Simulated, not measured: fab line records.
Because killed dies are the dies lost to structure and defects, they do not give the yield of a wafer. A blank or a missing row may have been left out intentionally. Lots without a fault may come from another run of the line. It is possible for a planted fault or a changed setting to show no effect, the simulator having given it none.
fab line records ; flow sky130
[record] lots = 6; wafers = 18; lastDay = 50
route steps=708 shown RES_XHIGH@339 SD_N@342 SD_P@359 PAD_OPEN@708
lots untouched by any fault: they come from a run of this same line in which no faults occurred
startH: start of the lot's first displayed wafer, in hours after the record's first day ; waitH: hours since the lot's step before ; " same as the row above ; L1.1+2: a row that stands for several wafers ; - no value, or no start was given ; * or withheld: withheld ; < > ~ a bound
route shown NAME@n: names a module that has steps shown in the file, with the first one's number in the route ; usual: average and standard deviation across the fault-free wafers ; same: alike in all rows ; chamber/n: place in a boat ; sites: readings site by site ; _std_site: standard deviation of those values ; _edge_site: mean of outer sites minus mean of inner sites ; radiusMm: how far each site lies from the wafer's centre ; mask NAME#n: copy n ; behind: the most recent tool/chamber to have shaped the wafer ; hold: the reason the lot was held/the length of the hold in hours/how it ended ; device: whichever transistor did not switch (one of n, p or np) ; end of line: the tests these same wafers got at the end of their route ; where a step has no rows: the recipe by itself ; killed: the dies lost at the first sort to structure and to defects; this is not the yield of the wafer ; map: a wafer's dies, x killed, . not, _ none there
set.NAME: the setting that was run; set.NAME@STEP: the one run at that earlier step ; model.NAME: the simulator's own value behind a step, which no gauge read
lots seen at some steps along the route; tables by step, rows by wafer
services: from which hour (startH, from the record's first day; less than 0 if before it) a tool's chamber was out of use, for how many hours, and why
[[steps]]
[step SKY_RES_XHIGH_IMPLANT_07]
[recipe] species = BF2; energyKev = 20; doseCm2 = 3.6e+14; tiltDeg = 0
[step SKY_RES_XHIGH_STRIP_08]
[recipe] chemistry = O2/N2; powerW = 1400; pressureMtorr = 1500; platenTempC = withheld; o2FlowSccm = 3000; n2FlowSccm = 300; overashFraction = 0.5
[usual] drypumpMotorCurrentA = 5.7/0.45; oesProductAu = 0.711/0.0048; stripTimeToEndpointS = 14.28/0.035
lot.wafer;tool;chamber;startH;waitH;drypumpMotorCurrentA;oesProductAu;rfHoursCounterH;stripTimeToEndpointS
L473.3;plasmaAsher-03;0;668.67;0.1;5.4;0.716;-;14.34
L473.4;plasmaAsher-03;1;668.67;0.1;5.4;0.712;-;14.27
L473.5;plasmaAsher-03;1;668.67;0.1;5.4;0.721;-;14.27
L477.3;plasmaAsher-01;1;706.60;0.1;5.9;0.708;-;14.28
L477.4;plasmaAsher-01;0;706.60;0.1;5.0;0.711;-;14.28
L477.6;plasmaAsher-01;1;706.60;0.1;5.9;0.711;-;14.26
L486.2;plasmaAsher-02;0;766.44;0.1;6.4;0.707;90;14.26
L486.3;plasmaAsher-02;1;766.44;0.1;5.9;0.710;-;14.27
L486.6;plasmaAsher-02;1;766.44;0.1;5.9;0.709;-;14.23
L487.1;plasmaAsher-02;1;779.04;0.1;5.9;0.713;91;14.22
L487.2;plasmaAsher-02;0;779.04;0.1;6.4;0.715;91;14.23
L487.6;plasmaAsher-02;0;779.04;0.1;6.4;0.710;-;14.21
L490.1;plasmaAsher-03;0;798.67;0.1;5.4;0.715;37;14.29
L490.4;plasmaAsher-03;1;798.67;0.1;5.4;0.712;-;14.29
L490.6;plasmaAsher-03;1;798.67;0.1;5.4;0.724;-;14.31
L491.2;plasmaAsher-01;0;802.37;0.1;5.1;0.710;64;14.26
L491.3;plasmaAsher-01;1;802.37;0.1;5.9;0.714;-;14.26
L491.4;plasmaAsher-01;0;802.37;0.1;5.1;0.703;-;14.26
[step SKY_RES_XHIGH_TW_MEAS_09]
[usual] RES_XHIGH_TW = 1637/12
lot.wafer;tool;chamber;startH;waitH;RES_XHIGH_TW
L473.3;filmMetro-04;-;668.76;0.1;1635
L473.4;filmMetro-04;-;668.76;0.1;1619
L473.5;filmMetro-04;-;668.76;0.1;1625
L477.3;filmMetro-03;-;706.69;0.1;1658
L477.4;filmMetro-03;-;706.69;0.1;1649
L477.6;filmMetro-03;-;706.69;0.1;1645
L486.2;filmMetro-04;-;766.55;0.1;1635
L486.3;filmMetro-04;-;766.55;0.1;1636
L486.6;filmMetro-04;-;766.55;0.1;1647
L487.1;filmMetro-03;-;779.14;0.1;1665
L487.2;filmMetro-03;-;779.14;0.1;1653
L487.6;filmMetro-03;-;779.14;0.1;1656
L490.1;filmMetro-03;-;798.77;0.1;1640
L490.4;filmMetro-03;-;798.77;0.1;1647
L490.6;filmMetro-03;-;798.77;0.1;1641
L491.2;filmMetro-04;-;802.48;0.1;1638
L491.3;filmMetro-04;-;802.48;0.1;1643
L491.4;filmMetro-04;-;802.48;0.1;1627
[step SKY_SD_N_DEHYDRATE_00]
[recipe] tempC = 200; timeS = 60
[step SKY_SD_N_HMDS_01]
[recipe] primeTimeS = 60; primeTempC = 120
[step SKY_SD_N_COAT_02]
[recipe] resist = NOVOLAK; spinRpm = 3000; resistThkNm = 1140
[step SKY_SD_N_SOFTBAKE_03]
[recipe] tempC = 90; timeS = 60; resist = NOVOLAK
[step SKY_SD_N_EXPOSE_04]
[recipe] maskId = NSDM; na = 0.6; sourceShape = conventional; sigmaOuter = 0.6; polarization = unpolarized; targetCdNm = 380; doseMj = 141
[step SKY_SD_N_PEB_05]
[recipe] tempC = withheld; timeS = *; resist = NOVOLAK
[step SKY_SD_N_DEVELOP_06]
[recipe] resist = NOVOLAK; developer = TMAH; developTimeS = 60; devTempC = 23
[step SKY_SD_N_CD_MEAS_07]
[recipe] targetCdNm = 380
[usual] cdNm = 380.6/1.7
lot.wafer;tool;chamber;startH;waitH;cdNm
L473.3;cdSem-02;-;697.11;0.1;380.0
L473.4;cdSem-02;-;697.11;0.1;382.5
L473.5;cdSem-02;-;697.11;0.1;380.6
L477.3;cdSem-02;-;734.88;0.1;380.7
L477.4;cdSem-02;-;734.88;0.1;381.0
L477.6;cdSem-02;-;734.88;0.1;380.6
L486.2;cdSem-01;-;792.49;0.1;383.0
L486.3;cdSem-01;-;792.49;0.1;383.0
L486.6;cdSem-01;-;792.49;0.1;383.2
L487.1;cdSem-02;-;804.77;0.1;382.4
L487.2;cdSem-02;-;804.77;0.1;378.6
L487.6;cdSem-02;-;804.77;0.1;380.4
L490.1;cdSem-02;-;824.56;0.2;381.9
L490.4;cdSem-02;-;824.56;0.2;380.3
L490.6;cdSem-02;-;824.56;0.2;378.6
L491.2;cdSem-02;-;828.91;0.1;380.1
L491.3;cdSem-02;-;828.91;0.1;378.5
L491.4;cdSem-02;-;828.91;0.1;379.2
[step SKY_SD_N_OVL_MEAS_08]
[usual] SD_N_OVL = 0.4/1.4
lot.wafer;tool;chamber;startH;waitH;SD_N_OVL[nm]
L473.3;overlay-01;-;697.20;0.1;-0.2
L473.4;overlay-01;-;697.20;0.1;0.3
L473.5;overlay-01;-;697.20;0.1;-1.8
L477.3;overlay-01;-;734.98;0.1;2.0
L477.4;overlay-01;-;734.98;0.1;-0.7
L477.6;overlay-01;-;734.98;0.1;1.0
L486.2;overlay-01;-;792.59;0.1;1.6
L486.3;overlay-01;-;792.59;0.1;-1.3
L486.6;overlay-01;-;792.59;0.1;1.0
L487.1;overlay-01;-;804.89;0.1;-0.1
L487.2;overlay-01;-;804.89;0.1;0.5
L487.6;overlay-01;-;804.89;0.1;0.7
L490.1;overlay-02;-;824.68;0.1;1.6
L490.4;overlay-02;-;824.68;0.1;1.4
L490.6;overlay-02;-;824.68;0.1;2.6
L491.2;overlay-02;-;829.01;0.1;1.3
L491.3;overlay-02;-;829.01;0.1;1.7
L491.4;overlay-02;-;829.01;0.1;2.4
[step SKY_SD_N_IMPLANT_09]
[recipe] species = As; energyKev = 50; doseCm2 = 4e+15; tiltDeg = 0
[usual] beamOnS = 15.5/1.3; doseIonsCm2 = 4e+15/4.4e+12
[same] implantIonAmu = 75
lot.wafer;tool;chamber;startH;waitH;beamOnS;doseIonsCm2
L473.3;implanter-04;0;697.27;0.1;14.0;4e+15
L473.4;implanter-04;0;697.27;0.1;14.2;4.006e+15
L473.5;implanter-04;0;697.27;0.1;13.9;4e+15
L477.3;implanter-01;0;735.05;0.1;16.3;4.002e+15
L477.4;implanter-01;0;735.05;0.1;16.4;4.005e+15
L477.6;implanter-01;0;735.05;0.1;17.0;3.99e+15
L486.2;implanter-01;0;792.65;0.0;10.0;2.259e+15
L486.3;implanter-01;0;792.65;0.0;9.9;2.266e+15
L486.6;implanter-01;0;792.65;0.0;10.1;2.25e+15
L487.1;implanter-01;0;804.92;0.0;9.8;2.257e+15
L487.2;implanter-01;0;804.92;0.0;9.6;2.268e+15
L487.6;implanter-01;0;804.92;0.0;9.9;2.254e+15
L490.1;implanter-03;0;824.71;0.0;16.8;4.002e+15
L490.4;implanter-03;0;824.71;0.0;16.6;4.006e+15
L490.6;implanter-03;0;824.71;0.0;16.0;3.999e+15
L491.2;implanter-04;0;829.07;0.0;13.9;3.998e+15
L491.3;implanter-04;0;829.07;0.0;13.6;4e+15
L491.4;implanter-04;0;829.07;0.0;13.4;4e+15
[step SKY_SD_N_IMPLANT_10]
[recipe] species = P; energyKev = 20; doseCm2 = 1e+14; tiltDeg = 0
[step SKY_SD_N_STRIP_11]
[recipe] chemistry = O2/N2; powerW = 1400; pressureMtorr = 1500; platenTempC = withheld; o2FlowSccm = 3000; n2FlowSccm = 300; overashFraction = 0.5
[usual] drypumpMotorCurrentA = 5.5/0.32; oesProductAu = 0.527/0.0045; stripTimeToEndpointS = 22.54/0.045
lot.wafer;tool;chamber;startH;waitH;drypumpMotorCurrentA;oesProductAu;rfHoursCounterH;stripTimeToEndpointS
L473.3;plasmaAsher-03;1;697.56;0.1;5.4;0.531;-;22.58
L473.4;plasmaAsher-03;0;697.56;0.1;5.4;0.529;-;22.63
L473.5;plasmaAsher-03;0;697.56;0.1;5.4;0.516;-;22.60
L477.3;plasmaAsher-01;0;735.33;0.1;5.1;0.524;-;22.56
L477.4;plasmaAsher-01;1;735.33;0.1;5.9;0.525;-;22.54
L477.6;plasmaAsher-01;0;735.33;0.1;5.1;0.532;-;22.56
L486.2;plasmaAsher-01;0;792.92;0.1;5.1;0.556;63;20.56
L486.3;plasmaAsher-01;0;792.92;0.1;5.1;0.554;-;20.62
L486.6;plasmaAsher-01;1;792.92;0.1;5.9;0.556;-;20.63
L487.1;plasmaAsher-01;1;805.22;0.1;5.9;0.542;64;20.48
L487.2;plasmaAsher-01;0;805.22;0.1;5.1;0.546;64;20.47
L487.6;plasmaAsher-01;1;805.22;0.1;5.9;0.558;-;20.44
L490.1;plasmaAsher-01;1;825.01;0.1;5.9;0.525;66;22.57
L490.4;plasmaAsher-01;0;825.01;0.1;5.0;0.520;-;22.61
L490.6;plasmaAsher-01;1;825.01;0.1;5.9;0.521;-;22.60
L491.2;plasmaAsher-03;0;829.34;0.1;5.4;0.531;41;22.56
L491.3;plasmaAsher-03;1;829.34;0.1;5.5;0.528;-;22.56
L491.4;plasmaAsher-03;0;829.34;0.1;5.4;0.531;-;22.56
[step SKY_SD_N_TW_MEAS_12]
[usual] SD_N_TW = 3970/29
lot.wafer;tool;chamber;startH;waitH;SD_N_TW
L473.3;filmMetro-04;-;697.64;0.1;4000
L473.4;filmMetro-04;-;697.64;0.1;3965
L473.5;filmMetro-04;-;697.64;0.1;3954
L477.3;filmMetro-02;-;735.42;0.1;3943
L477.4;filmMetro-02;-;735.42;0.1;3956
L477.6;filmMetro-02;-;735.42;0.1;3959
L486.2;filmMetro-02;-;793.03;0.1;3850
L486.3;filmMetro-02;-;793.03;0.1;3854
L486.6;filmMetro-02;-;793.03;0.1;3854
L487.1;filmMetro-04;-;805.32;0.1;3882
L487.2;filmMetro-04;-;805.32;0.1;3870
L487.6;filmMetro-04;-;805.32;0.1;3882
L490.1;filmMetro-04;-;825.11;0.1;3982
L490.4;filmMetro-04;-;825.11;0.1;3986
L490.6;filmMetro-04;-;825.11;0.1;3984
L491.2;filmMetro-04;-;829.45;0.1;4003
L491.3;filmMetro-04;-;829.45;0.1;3998
L491.4;filmMetro-04;-;829.45;0.1;3985
[step SKY_SD_N_CLEAN_13]
[recipe] chemistry = SC1/SC2; mix = 1:4:20; tempC = 70; timeS = 150; dry = n2Spin
[step SKY_SD_N_RTA_14]
[recipe] tempC = 1075; timeS = 2; idleTempC = 650; rampUpCPerS = 150; rampDownCPerS = 90; ambient = N2
[usual] lampPowerPct = 15.73/0.053; wafer_temp_C_max = 1078.0/1.2
lot.wafer;tool;chamber;startH;waitH;lampPowerPct;wafer_temp_C_max
L473.3;rtpAnneal-02;0;697.75;0.0;15.80;1077.2
L473.4;rtpAnneal-02;0;697.75;0.0;15.83;1076.6
L473.5;rtpAnneal-02;0;697.75;0.0;15.83;1076.3
L477.3;rtpAnneal-02;0;735.53;0.0;15.71;1077.2
L477.4;rtpAnneal-02;0;735.53;0.0;15.71;1077.1
L477.6;rtpAnneal-02;0;735.53;0.0;15.84;1076.6
L486.2;rtpAnneal-02;0;793.14;0.0;15.71;1076.4
L486.3;rtpAnneal-02;0;793.14;0.0;15.72;1075.6
L486.6;rtpAnneal-02;0;793.14;0.0;15.82;1077.4
L487.1;rtpAnneal-01;0;805.44;0.0;15.69;1079.0
L487.2;rtpAnneal-01;0;805.44;0.0;15.70;1076.9
L487.6;rtpAnneal-01;0;805.44;0.0;15.73;1077.8
L490.1;rtpAnneal-02;0;825.22;0.0;15.78;1078.2
L490.4;rtpAnneal-02;0;825.22;0.0;15.75;1078.5
L490.6;rtpAnneal-02;0;825.22;0.0;15.75;1079.3
L491.2;rtpAnneal-01;0;829.57;0.0;15.71;1077.3
L491.3;rtpAnneal-01;0;829.57;0.0;15.74;1079.3
L491.4;rtpAnneal-01;0;829.57;0.0;15.77;1078.2
[step SKY_SD_N_RS_MEAS_16]
[recipe] thkMeasGauge = four-point-probe
[usual] SD_N_RS = 68.62/0.11
lot.wafer;tool;chamber;startH;waitH;SD_N_RS[ohm/sq]
L473.3;filmMetro-03;-;697.95;0.1;68.52
L473.4;filmMetro-03;-;697.95;0.1;68.65
L473.5;filmMetro-03;-;697.95;0.1;68.60
L477.3;filmMetro-04;-;735.73;0.1;68.56
L477.4;filmMetro-04;-;735.73;0.1;68.62
L477.6;filmMetro-04;-;735.73;0.1;68.79
L486.2;filmMetro-04;-;793.33;0.1;75.39
L486.3;filmMetro-04;-;793.33;0.1;75.29
L486.6;filmMetro-04;-;793.33;0.1;75.30
L487.1;filmMetro-02;-;805.62;0.1;75.29
L487.2;filmMetro-02;-;805.62;0.1;75.45
L487.6;filmMetro-02;-;805.62;0.1;75.48
L490.1;filmMetro-02;-;825.40;0.1;68.59
L490.4;filmMetro-02;-;825.40;0.1;68.70
L490.6;filmMetro-02;-;825.40;0.1;68.62
L491.2;filmMetro-03;-;829.75;0.1;68.58
L491.3;filmMetro-03;-;829.75;0.1;68.59
L491.4;filmMetro-03;-;829.75;0.1;68.59
[step SKY_SD_N_RS_MEAS_17]
[recipe] thkMeasGauge = four-point-probe
[usual] SD_P_RS = 147.2/0.39
lot.wafer;tool;chamber;startH;waitH;SD_P_RS[ohm/sq]
L473.3;filmMetro-03;-;698.07;0.1;147.1
L473.4;filmMetro-03;-;698.07;0.1;147.0
L473.5;filmMetro-03;-;698.07;0.1;147.1
L477.3;filmMetro-04;-;735.85;0.1;147.7
L477.4;filmMetro-04;-;735.85;0.1;147.7
L477.6;filmMetro-04;-;735.85;0.1;147.5
L486.2;filmMetro-04;-;793.45;0.1;147.6
L486.3;filmMetro-04;-;793.45;0.1;147.8
L486.6;filmMetro-04;-;793.45;0.1;148.2
L487.1;filmMetro-02;-;805.74;0.1;147.1
L487.2;filmMetro-02;-;805.74;0.1;147.0
L487.6;filmMetro-02;-;805.74;0.1;147.0
L490.1;filmMetro-02;-;825.52;0.1;147.0
L490.4;filmMetro-02;-;825.52;0.1;147.8
L490.6;filmMetro-02;-;825.52;0.1;147.2
L491.2;filmMetro-03;-;829.87;0.1;146.7
L491.3;filmMetro-03;-;829.87;0.1;147.0
L491.4;filmMetro-03;-;829.87;0.1;147.0
[step SKY_PAD_OPEN_PROBE_99]
[usual] killed_at_M0_to_M3 = 44/8.6; killed_at_M4_up = 3.4/1.9; killedAtContacts = 23/5.7; killedAtFrontEnd = 15/4.5; killedAtOther = 0.4/0.62; killedDies = 86/11; killedOpen = 46/7.6; killedShort = 39/6.3
[same] grossDies = 492; killedAtBackSide = 0
lot.wafer;tool;chamber;startH;waitH;killed_at_M0_to_M3;killed_at_M4_up;killedAtContacts;killedAtFrontEnd;killedAtOther;killedDies;killedOpen;killedShort;model.etest.resNdiff.lineOhmUm;model.etest.nfetG5v0d10v5.rOnOhmUm;model.etest.sonosUncharged.rOnOhmUm;model.etest.liconNdiff.rcOhm;model.etest.resNdiffHv.rsOhmSq;model.etest.resNdiff.rsOhmSq
L473.3;prober-02;-;1116.09;0.2;40;2;25;14;1;82;41;41;759.5;1926;792.6;183.4;116;120.7
L473.4;prober-02;-;1116.14;0.2;58;3;16;11;0;88;45;43;763.1;1902;797.4;180.1;115.9;120.7
L473.5;prober-02;-;1116.19;0.2;42;5;27;11;2;87;36;51;760.7;1914;799.1;171.2;115.8;120.4
L477.3;prober-02;-;1143.39;0.2;46;5;16;10;0;77;44;33;759.6;1874;789.6;171;111.7;119.1
L477.4;prober-02;-;1143.44;0.2;55;3;17;8;0;83;42;41;744.9;1882;793.6;178.7;112.7;118.2
L477.6;prober-02;-;1143.54;0.2;53;0;18;13;2;86;39;47;751;1852;789.1;173.7;112;118.7
L486.2;prober-02;-;1185.10;0.1;40;2;37;17;0;96;48;48;889.5;1947;867.6;212.6;133.4;138.7
L486.3;prober-02;-;1185.15;0.2;39;3;22;22;2;88;49;39;885.3;1932;864.1;207.8;132.6;138.8
L486.6;prober-02;-;1185.30;0.2;34;4;19;16;0;73;37;36;894.3;1948;869.4;217.5;133.5;138.1
L487.1;prober-01;-;1189.34;0.1;38;2;20;13;1;74;40;32;897.2;1954;862.2;208.4;132.3;139.6
L487.2;prober-01;-;1189.39;0.1;49;3;25;11;1;89;54;35;880.4;1940;863.1;213.6;133.6;138.4
L487.6;prober-01;-;1189.59;0.2;66;3;31;11;0;111;63;48;891.2;1955;860.3;218.8;133.4;139.4
L490.1;prober-02;-;1200.79;0.1;42;1;36;14;0;93;48;45;762.2;1894;809.3;180.8;113.1;118.8
L490.4;prober-02;-;1200.94;0.2;45;5;19;22;1;92;48;43;755.2;1886;799.2;171.1;113.5;119.5
L490.6;prober-02;-;1201.04;0.2;47;1;23;13;0;84;53;30;753.7;1902;823.7;180.3;113.4;118.3
L491.2;prober-01;-;1202.02;0.1;26;7;31;14;0;78;44;33;740.7;1913;823.2;188.4;111.4;117.9
L491.3;prober-01;-;1202.07;0.2;45;4;32;28;0;109;52;56;749.4;1868;805.2;177.9;111.3;117.6
L491.4;prober-01;-;1202.12;0.2;50;4;36;13;0;103;58;44;735.7;1882;808.5;187.1;111.4;118
// killed by level:class
L473.3 VIA1:geometricParticle:open=9 METAL2:geometricParticle:short=8 LI_CONTACT:geometricParticle:open=7 VIA2:geometricParticle:open=6 LOCAL_INTERCONNECT:geometricParticle:short=6 CONTACT:geometricParticle:short=6 CONTACT:geometricParticle:open=5 SPACER:geometricParticle:open=4
L473.4 VIA1:geometricParticle:open=9 VIA3:geometricParticle:open=9 VIA2:geometricParticle:open=7 VIA1:geometricParticle:short=7 METAL2:geometricParticle:short=6 METAL3:geometricParticle:short=6 LI_CONTACT:geometricParticle:open=5 CONTACT:geometricParticle:short=5
L473.5 CONTACT:geometricParticle:open=10 VIA1:geometricParticle:open=9 LOCAL_INTERCONNECT:geometricParticle:short=9 METAL2:geometricParticle:short=7 VIA2:geometricParticle:open=6 VIA1:geometricParticle:short=5 POLY_GATE:geometricParticle:short=4 LI_CONTACT:geometricParticle:short=4
L477.3 VIA1:geometricParticle:open=11 VIA3:geometricParticle:open=7 CONTACT:geometricParticle:open=6 VIA2:geometricParticle:open=5 METAL4:geometricParticle:short=5 METAL1:geometricParticle:short=5 VIA1:geometricParticle:short=5 LI_CONTACT:geometricParticle:open=4
L477.4 VIA3:geometricParticle:open=13 VIA1:geometricParticle:open=10 VIA2:geometricParticle:open=7 METAL1:geometricParticle:short=6 CONTACT:geometricParticle:open=5 VIA3:geometricParticle:short=5 LOCAL_INTERCONNECT:geometricParticle:short=4 CONTACT:geometricParticle:short=4
L477.6 VIA3:geometricParticle:open=8 VIA3:geometricParticle:short=8 CONTACT:geometricParticle:open=7 METAL2:geometricParticle:short=6 VIA1:geometricParticle:open=6 LOCAL_INTERCONNECT:geometricParticle:short=5 VIA2:geometricParticle:short=5 VIA2:geometricParticle:open=5
L486.2 CONTACT:geometricParticle:open=14 LI_CONTACT:geometricParticle:open=12 FIELD_ISO:geometricParticle:short=8 VIA1:geometricParticle:open=8 CONTACT:geometricParticle:short=6 METAL1:geometricParticle:short=6 VIA1:geometricParticle:short=5 VIA2:geometricParticle:open=5
L486.3 VIA1:geometricParticle:open=12 CONTACT:geometricParticle:open=7 FIELD_ISO:geometricParticle:open=6 FIELD_ISO:geometricParticle:short=6 LI_CONTACT:geometricParticle:open=6 VIA1:geometricParticle:short=5 VIA2:geometricParticle:open=5 POLY_GATE:geometricParticle:short=4
L486.6 LI_CONTACT:geometricParticle:open=8 VIA3:geometricParticle:short=6 VIA3:geometricParticle:open=6 VIA1:geometricParticle:open=5 VIA2:geometricParticle:open=5 CONTACT:geometricParticle:short=4 CONTACT:geometricParticle:open=4 VIA1:geometricParticle:short=4
L487.1 LI_CONTACT:geometricParticle:open=7 VIA3:geometricParticle:open=7 METAL2:geometricParticle:short=6 VIA1:geometricParticle:open=6 VIA2:geometricParticle:open=6 LOCAL_INTERCONNECT:geometricParticle:short=5 CONTACT:geometricParticle:open=5 METAL1:geometricParticle:short=3
L487.2 VIA1:geometricParticle:open=13 CONTACT:geometricParticle:open=13 VIA2:geometricParticle:open=8 VIA3:geometricParticle:open=7 VIA1:geometricParticle:short=6 CONTACT:geometricParticle:short=5 FIELD_ISO:geometricParticle:short=4 LI_CONTACT:geometricParticle:open=4
L487.6 VIA1:geometricParticle:open=20 CONTACT:geometricParticle:open=12 VIA3:geometricParticle:open=10 LOCAL_INTERCONNECT:geometricParticle:short=7 VIA1:geometricParticle:short=6 VIA2:geometricParticle:open=6 CONTACT:geometricParticle:short=5 METAL1:geometricParticle:short=5
L490.1 LI_CONTACT:geometricParticle:open=9 CONTACT:geometricParticle:open=9 LOCAL_INTERCONNECT:geometricParticle:short=7 VIA2:geometricParticle:open=7 VIA1:geometricParticle:short=7 CONTACT:geometricParticle:short=6 VIA1:geometricParticle:open=5 VIA3:geometricParticle:open=5
L490.4 FIELD_ISO:geometricParticle:open=9 LI_CONTACT:geometricParticle:open=8 VIA1:geometricParticle:open=8 METAL1:geometricParticle:short=7 CONTACT:geometricParticle:open=6 VIA1:geometricParticle:short=6 VIA2:geometricParticle:open=6 METAL4:geometricParticle:short=5
L490.6 VIA1:geometricParticle:open=12 CONTACT:geometricParticle:open=9 VIA2:geometricParticle:open=9 LI_CONTACT:geometricParticle:open=8 VIA1:geometricParticle:short=6 POLY_GATE:geometricParticle:open=5 METAL1:geometricParticle:short=4 VIA3:geometricParticle:open=4
L491.2 CONTACT:geometricParticle:open=11 LI_CONTACT:geometricParticle:open=10 VIA1:geometricParticle:open=9 METAL4:geometricParticle:short=6 LOCAL_INTERCONNECT:geometricParticle:short=5 CONTACT:geometricParticle:short=5 FIELD_ISO:geometricParticle:open=4 FIELD_ISO:geometricParticle:short=4
L491.3 VIA1:geometricParticle:open=10 LI_CONTACT:geometricParticle:open=9 CONTACT:geometricParticle:open=9 POLY_GATE:geometricParticle:short=8 VIA2:geometricParticle:open=6 FIELD_ISO:geometricParticle:short=5 POLY_GATE:geometricParticle:open=5 LOCAL_INTERCONNECT:geometricParticle:short=5
L491.4 LI_CONTACT:geometricParticle:open=14 VIA1:geometricParticle:open=9 VIA3:geometricParticle:open=9 CONTACT:geometricParticle:open=8 METAL1:geometricParticle:short=7 VIA2:geometricParticle:open=7 LOCAL_INTERCONNECT:geometricParticle:short=5 CONTACT:geometricParticle:short=5
[[services]]
tool;chamber;startH;hours;kind
implanter-01;-;650.39;27.1;pm
rtpAnneal-01;-;655.96;66.2;pm
plasmaAsher-02;-;738.62;2.1;repair
plasmaAsher-03;-;745.77;2.1;repair
implanter-04;-;749.97;7.0;repair
implanter-01;-;802.32;2.2;repair
[[key]]
[firstSign] step = SKY_SD_N_IMPLANT_09; reading = doseIonsCm2; direction = down; sigmas = 99+; usual = *; struck = *
[effect] step = SKY_SD_N_IMPLANT_09; reading = beamOnS; direction = down; sigmas = 4.4; usual = 15.5; struck = 9.9
[effect] step = SKY_SD_N_STRIP_11; reading = stripTimeToEndpointS; direction = down; sigmas = 44; usual = *; struck = *
[effect] step = SKY_SD_N_TW_MEAS_12; reading = SD_N_TW; direction = down; sigmas = 3.6; usual = 3970; struck = 3865
[effect] step = SKY_SD_N_RS_MEAS_16; reading = SD_N_RS; direction = up; sigmas = 63; usual = 68.62; struck = 75.37
[modelEffect] step = SKY_PAD_OPEN_PROBE_99; value = etest.resNdiff.lineOhmUm; without = 782.6; struck = 889.6
metAt SKY_SD_N_IMPLANT_09
struckWafers L486.2,L486.3,L486.6,L487.1,L487.2,L487.6
testerLeftOut L486,L487
onsetBetween 735.05 792.65
[fault] kind = processParameterDrift; tool = implanter-01; chamber = -; onsetH = 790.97; steps = SKY_SD_N_IMPLANT_09; channel = doseCm2; offset = *; shape = step; endH = 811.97; actsIn = *; stated = *
// testerLeftOut: of these lots the tester's yield and bins aren't shown, on N5 and GAA mostly nor the transistor test; their killed dies are dies lost to structure and defects alone, not to doping, threshold or leakage, so they don't give the yield
